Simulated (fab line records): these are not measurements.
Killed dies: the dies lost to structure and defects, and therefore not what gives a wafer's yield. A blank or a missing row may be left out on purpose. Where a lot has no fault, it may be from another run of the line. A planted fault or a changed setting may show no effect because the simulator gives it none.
The same fault as seen by 2 desks    flow sky130    numbers are kept per desk, each desk with only its own; the story behind them comes last

## AT THE METROLOGY DESK
Means of the sampled wafers that have a number, per lot and without regard to the tool the lot ran on: this is what the gauges read. The brackets show how far a lot's mean lies from the usual mean; more than 4 standard deviations puts the lot out of limits, marked OUT.
Columns: A = VT_ADJUST_LVTN_2_TW at SKY_VT_ADJUST_LVTN_TW_MEAS_21, usual 190.0; B = SONOS_TUNNEL_TW at SKY_SONOS_TUNNEL_TW_MEAS_12, usual 200.3; C = RES_XHIGH_TW at SKY_RES_XHIGH_TW_MEAS_09, usual 1657; D = RES_XHIGH_RS at SKY_SD_N_RS_MEAS_18, usual 333.2 ohm/sq
lot   first seen here  A      B      C                D
L945  day 7 23:20      188.3  201.5  1629             335.2
L946  day 8 03:24      191.0  198.7  1651             334.7
L947  day 8 11:19      190.8  200.9  1660             333.7
L949  day 8 22:49      190.1  200.1  1674             331.8
L952  day 9 15:29      188.1  200.3  1673             332.6
L956  day 10 16:28     191.9  201.2  1657             333.7
L962  day 12 17:37     191.1  200.6  1536 (-9.3) OUT  405.0 (+55) OUT
L964  day 13 00:37     190.2  200.9  1533 (-9.6) OUT  403.3 (+54) OUT
L965  day 13 10:16     190.9  201.3  1643             333.1
L967  day 14 09:43     190.7  200.6  1637             335.2
L968  day 14 19:11     190.3  200.8  1654             332.0
This desk reports L962, L964 out of limits; the earliest was L962 at day 32 19:50 (RES_XHIGH_TW at SKY_RES_XHIGH_TW_MEAS_09). Within limits: L945, L946, L947, L949, L952, L956, L965, L967, L968.

## FOR THE TOOL OWNER'S DESK: implanter-02
The tool's own readings at SKY_RES_XHIGH_IMPLANT_07: means of the sampled wafers that have a number, for each lot that ran on this tool. The brackets show how far a lot's mean lies from the usual mean; more than 4 standard deviations puts the lot out of limits, marked OUT.
Columns: A = beam_on_s at SKY_RES_XHIGH_IMPLANT_07, usual 37.4 s; B = faraday_current_uA at SKY_RES_XHIGH_IMPLANT_07, usual 543
lot   first seen here  A                B
L949  day 28 13:11     34.7             583
L956  day 30 15:55     35.2             577
L962  day 32 19:35     27.8 (-4.8) OUT  731 (+6.5) OUT
L964  day 32 20:11     27.9 (-4.8) OUT  728 (+6.4) OUT
This desk's finding: out of limits on L962, L964; first on L962, day 32 19:35 (beam_on_s at SKY_RES_XHIGH_IMPLANT_07). Within limits: L949, L956.

## PUT TOGETHER
On L962, L964, at day 32 19:35, an alarm was possible from the tool owner's desk.
The metrology desk could have raised an alarm at day 32 19:50, on L962, L964.
SKY_RES_XHIGH_IMPLANT_07 was run on implanter-02 by each of the lots named.

## WHAT THE SIMULATOR PUT IN
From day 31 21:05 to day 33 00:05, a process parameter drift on implanter-02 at SKY_RES_XHIGH_IMPLANT_07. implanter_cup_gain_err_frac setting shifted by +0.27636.
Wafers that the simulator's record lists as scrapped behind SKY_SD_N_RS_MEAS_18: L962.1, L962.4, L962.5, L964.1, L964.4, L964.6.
Shown lots that were struck: L962, L964.
Time in hours from fault onset to the first out-of-limits reading at each desk: tool owner's desk 22, metrology desk 23.
